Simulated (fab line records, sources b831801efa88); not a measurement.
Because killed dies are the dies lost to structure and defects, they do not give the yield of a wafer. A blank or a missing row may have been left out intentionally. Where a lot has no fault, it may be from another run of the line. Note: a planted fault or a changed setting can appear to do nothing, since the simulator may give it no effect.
The tool behind it: which one?	flow sky130	18 wafers from 6 lots sampled at 3 of the route's 708 steps

## WHAT THE GAUGES SHOWED, per wafer
SKY_VT_ADJUST_LVTN_TW_MEAS_21.
lot	measured	on	VT_ADJUST_LVTN_2_TW
L432	day 8 08:11	film-metro-02	189.4 188.2 187.5
L438	day 10 10:07	film-metro-04	188.6 188.8 188.5
L441	day 11 01:34	film-metro-02	189.1 188.1 188.5
L446	day 12 10:59	film-metro-03	205.8 205.1 205.6
L450	day 14 17:54	film-metro-02	190.4 190.6 189.1
L452	day 14 19:16	film-metro-03	185.9 187.9 187.7

## WHAT TOOL EACH LOT RAN ON (gives the tool, then ch and the chambers of the sampled wafers, and finally the start)
lot	SKY_VT_ADJUST_LVTN_IMPLANT_19	SKY_VT_ADJUST_LVTN_STRIP_20
L432	implanter-03 ch 0, day 8 07:57	plasma-asher-04 ch 0,1, day 8 08:04
L438	implanter-04 ch 0, day 10 09:52	plasma-asher-02 ch 0,1, day 10 10:01
L441	implanter-02 ch 0, day 11 01:19	plasma-asher-03 ch 0,1, day 11 01:28
L446	implanter-03 ch 0, day 12 10:45	plasma-asher-04 ch 0,1, day 12 10:52
L450	implanter-02 ch 0, day 14 17:39	plasma-asher-03 ch 0,1, day 14 17:48
L452	implanter-02 ch 0, day 14 19:01	plasma-asher-03 ch 0,1, day 14 19:10
- SKY_VT_ADJUST_LVTN_IMPLANT_19
- SKY_VT_ADJUST_LVTN_STRIP_20: strips in O2/N2.

## THE ANSWER, worked out from the rows above alone
Rule: usual is defined by the lots themselves. The widest of any qualifying gaps counts: lots, ordered by their means at a reading, are off when they make up no more than a third of the lots, leave a main group of 4 or more, and stand apart from it by 3 or more times the standard deviation of that group's means. If all means in a main group match to the digits the tables above print for the reading, that group is not used. Also off: a lot with no number at a reading for which 4 or more lots have one. All remaining lots with rows at the step are treated as sound.
Off: L446, seen at SKY_VT_ADJUST_LVTN_TW_MEAS_21 (VT_ADJUST_LVTN_2_TW). The main group: mean 188.6, standard deviation 0.91.
If a tool, at a process step before that reading, ran all the lots that are off and no sound lot after the first of them, it fits. Those tools and the gauges at SKY_VT_ADJUST_LVTN_TW_MEAS_21 are tried in the same way. This does not decide it: 2 tools fit, namely implanter-03 at SKY_VT_ADJUST_LVTN_IMPLANT_19 and plasma-asher-04 at SKY_VT_ADJUST_LVTN_STRIP_20.

## WHAT THE SIMULATOR HAD INSERTED
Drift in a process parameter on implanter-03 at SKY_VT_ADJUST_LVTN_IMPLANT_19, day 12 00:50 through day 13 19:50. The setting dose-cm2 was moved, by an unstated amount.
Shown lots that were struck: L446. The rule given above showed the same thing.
